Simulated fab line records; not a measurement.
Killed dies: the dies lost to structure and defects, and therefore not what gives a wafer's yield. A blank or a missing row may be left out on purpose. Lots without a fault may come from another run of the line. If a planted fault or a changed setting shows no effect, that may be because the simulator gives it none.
A struck lot beside a sound one    flow sfq-line    42 out of 325 route steps
Sound: the wafers L164.2, L164.3, L164.4. Struck: wafers L155.4, L155.5, L155.6. Last of all comes the cause.
At each step with rows: each side's tool, then ch and its chambers, then its first start. Under that, the readings that differ: sound wafers    struck wafers    difference of the means    sigmas: that difference in standard deviations of wafers without a fault.
alike: a reading whose means differ by less than 2 such deviations, as well as words and numbers matching on both sides. not compared: withheld readings; readings where some wafer has no value; bounds like >300 that might hide an equal value; numbers whose values overlap and for which the record gives no deviation.
Wherever a step has rows on one side only, a row that says differs or no value, or a row with sigmas, the two part there. Numbers that don't overlap but have no deviation are shown without sigmas and don't part them. A reading missing from all wafers of one side parts the sides only when that side holds two or more wafers.

SFQ_TRILAYER_I4_VIA_STRIP_STRIP_107: strips in O2.
  sound on rie-metal-04 ch 0,1, day 64 05:34; struck on rie-metal-02 ch 0,1, day 54 16:52
  alike: drypump-motor-current-A, oes-product-au
  not compared: rf-hours-counter-h
then, 6 steps without rows for these wafers: SFQ_TRILAYER_I4_VIA_STRIP_SOLV_CLEAN_108 (cleans in NMP, time 600 s); SFQ_TRILAYER_JJ_TRILAYER_DEP_PRE_CLEAN_113 (time 22.5 s); SFQ_TRILAYER_JJ_TRILAYER_DEP_SPUTTER_109 (material Nb, target thk 150 nm, time 100 s); SFQ_TRILAYER_JJ_TRILAYER_DEP_SPUTTER_110 (material Al, target thk 8 nm, time 10 s); SFQ_TRILAYER_JJ_TRILAYER_DEP_AL_OXIDATION_111 (oxidation time 600 s); SFQ_TRILAYER_JJ_TRILAYER_DEP_SPUTTER_112 (material Nb, target thk 170 nm, time 113.3 s).
SFQ_JJ_RS_MEAS_929: measures by four-point-probe.
  sound on film-metro-02 at day 64 07:34; struck on film-metro-03 at day 54 18:43
  alike: JJ_NB_RS
then, 3 steps without rows for these wafers: SFQ_TRILAYER_JJ_CE_LITHO_COAT_119 (resist thk 62 nm); SFQ_TRILAYER_JJ_CE_LITHO_COAT_114 (resist thk 600 nm); SFQ_TRILAYER_JJ_CE_LITHO_SOFTBAKE_118.
-- the record jumps here: 6 days lie between the struck wafers' starts before and after --
SFQ_TRILAYER_JJ_CE_LITHO_EXPOSE_115: exposes mask J5, target cd 700 nm.
  sound on krf-scanner-01 ch 0, day 64 08:40; struck on krf-scanner-02 ch 0, day 60 06:51
reading               sound                 struck                difference  sigmas
exposure-dose-mJ-cm2  14.394 14.400 14.420  15.764 15.773 15.760  +1.361      +85
  alike: mask, reticle-temp-C
then, 2 steps without rows for these wafers: SFQ_TRILAYER_JJ_CE_LITHO_PEB_117 (peb time 60 s); SFQ_TRILAYER_JJ_CE_LITHO_DEVELOP_116 (time 60 s).
SFQ_JJ_OVL_MEAS_931:
  sound on overlay-01 at day 64 09:59; struck on overlay-01 at day 60 07:46
  alike: J5_OVL
SFQ_TRILAYER_JJ_CE_METRO_MEASURE_117:
  sound on cd-sem-02 at day 64 10:13; struck on cd-sem-01 at day 60 08:23
reading     sound              struck             difference  sigmas
cd-nm (nm)  700.8 700.4 700.8  686.2 686.6 686.9  -14.1       -11
SFQ_TRILAYER_JJ_CE_BARC_OPEN_RIE_150: chemistry O2, target BARC, target depth 240 nm, time 80 s.
  sound on rie-metal-04 ch 0,1, day 64 11:13; struck on rie-metal-02 ch 0,1, day 60 09:01
reading              sound              struck             difference  sigmas
model.JJ.cd-nm (nm)  701.1 700.3 701.6  685.1 685.6 685.7  -15.5       
  alike: drypump-motor-current-A, oes-product-au
  not compared: rf-hours-counter-h
SFQ_TRILAYER_JJ_CE_ETCH_RIE_118: chemistry SF6, target Nb, stops on Al2O3, time 97.7 s, target depth 170 nm.
  sound on rie-metal-04 ch 0,1, day 64 11:18; struck on rie-metal-02 ch 0,1, day 60 09:07
reading              sound            struck             difference  sigmas
model.JJ.cd-nm (nm)  702.2 702 702.4  685.3 686.2 685.8  -16.4       
  alike: drypump-motor-current-A, oes-product-au
  not compared: rf-hours-counter-h
then, 9 steps without rows for these wafers: SFQ_TRILAYER_JJ_ANODIZE_ANODIZE_119; SFQ_TRILAYER_JJ_CE_STRIP_STRIP_120 (strips in O2); SFQ_TRILAYER_JJ_CE_STRIP_SOLV_CLEAN_121 (cleans in NMP, time 600 s); SFQ_TRILAYER_M5_LITHO_COAT_128 (resist thk 62 nm); SFQ_TRILAYER_M5_LITHO_COAT_123 (resist thk 600 nm); SFQ_TRILAYER_M5_LITHO_SOFTBAKE_127; SFQ_TRILAYER_M5_LITHO_EXPOSE_124 (exposes mask M5, target cd 700 nm); SFQ_TRILAYER_M5_LITHO_PEB_126 (peb time 60 s); SFQ_TRILAYER_M5_LITHO_DEVELOP_125 (time 60 s).
-- the record jumps here: 6 days lie between the struck wafers' starts before and after --
SFQ_M5_OVL_MEAS_932:
  sound on overlay-02 at day 68 13:13; struck on overlay-01 at day 66 01:14
  alike: M5_OVL
then, 4 steps without rows for these wafers: SFQ_TRILAYER_M5_BARC_OPEN_METAL_ETCH_161 (etches BARC in O2, target depth 125 nm, time 41.7 s); SFQ_TRILAYER_M5_ETCH_METAL_ETCH_126 (etches Nb in Cl2/BCl3, stops on SiO2, time 203.2 s, target depth 265 nm); SFQ_TRILAYER_M5_STRIP_STRIP_127 (strips in O2); SFQ_TRILAYER_M5_STRIP_SOLV_CLEAN_128 (cleans in NMP, time 600 s).
SFQ_TRILAYER_A5B_DEP_PECVD_129: deposits SiO2 from SiH4/N2O, time 133.33 s, target thk 600 nm.
  sound on pecvd-04 ch 0,1, day 68 14:17; struck on pecvd-01 ch 0,1,2, day 66 02:19
reading                 sound           struck          difference  sigmas
throttle-valve-pct (%)  22.5 24.4 22.8  25.0 26.4 26.0  +2.6        +2
  alike: heater-power-w
  not compared: since-wet-clean-h
SFQ_TRILAYER_A5B_CMP_CMP_130: polishes, stops on Nb, target thk 340.7 nm.
  sound on cmp-02 ch 0,2,3, day 68 15:13; struck on cmp-01 ch 1,2,3, day 66 15:17
  alike: motor-current-A
SFQ_TRILAYER_A5B_METRO_MEASURE_131:
  sound on film-metro-02 at day 68 18:25; struck on film-metro-04 at day 66 17:53
  alike: thk-nm
then, 1 step without rows for these wafers: SFQ_TRILAYER_R5_DEP_SPUTTER_132 (material Ti, target thk 5 nm, time 5 s).
SFQ_TRILAYER_R5_DEP_SPUTTER_133: material MoNx, target thk 40 nm, time 66.7 s.
  sound on pvd-sputter-05 at day 68 19:26; struck on pvd-sputter-03 at day 66 18:29
reading                 sound           struck          difference  sigmas
throttle-valve-pct (%)  29.2 28.9 29.5  31.9 31.6 31.9  +2.6        +3
  alike: chamber-pressure-pa
then, 1 step without rows for these wafers: SFQ_TRILAYER_R5_DEP_SPUTTER_134 (material Ti, target thk 5 nm, time 5 s).
SFQ_R5_RS_MEAS_933: measures by four-point-probe.
  sound on film-metro-04 at day 68 19:32; struck on film-metro-03 at day 66 18:38
  alike: R5_MONX_RS
SFQ_R5_THK_MEAS_934: measures by xrf.
  sound on film-metro-04 at day 68 19:38; struck on film-metro-03 at day 66 18:43
reading           sound           struck          difference  sigmas
R5_MONX_THK (nm)  41.1 41.0 41.0  39.7 39.7 39.6  -1.4        -3
then, 1 step without rows for these wafers: SFQ_TRILAYER_R5_LITHO_COAT_141 (resist thk 62 nm).
-- the record jumps here: 22 days lie between the struck wafers' starts before and after --
SFQ_M8_BOW_MEAS_951:
  sound on film-metro-04 at day 90 10:37; struck on film-metro-04 at day 88 20:16
reading                 sound              struck                difference  sigmas
model.etest.jj.g-times  1.004 1.004 1.005  0.9564 0.9589 0.9576  -0.0467     
  alike: M8_BOW

## WHERE THEY PART
First at SFQ_TRILAYER_JJ_CE_LITHO_EXPOSE_115; last, within this record, at SFQ_R5_THK_MEAS_934. Later steps at which nothing parts them and some readings are alike: SFQ_M8_BOW_MEAS_951.

WHY: the cause the simulator had injected
Process parameters drifting: krf-scanner-02 at SFQ_TRILAYER_JJ_CE_LITHO_EXPOSE_115, beginning at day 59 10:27. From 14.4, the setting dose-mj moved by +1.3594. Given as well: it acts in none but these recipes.
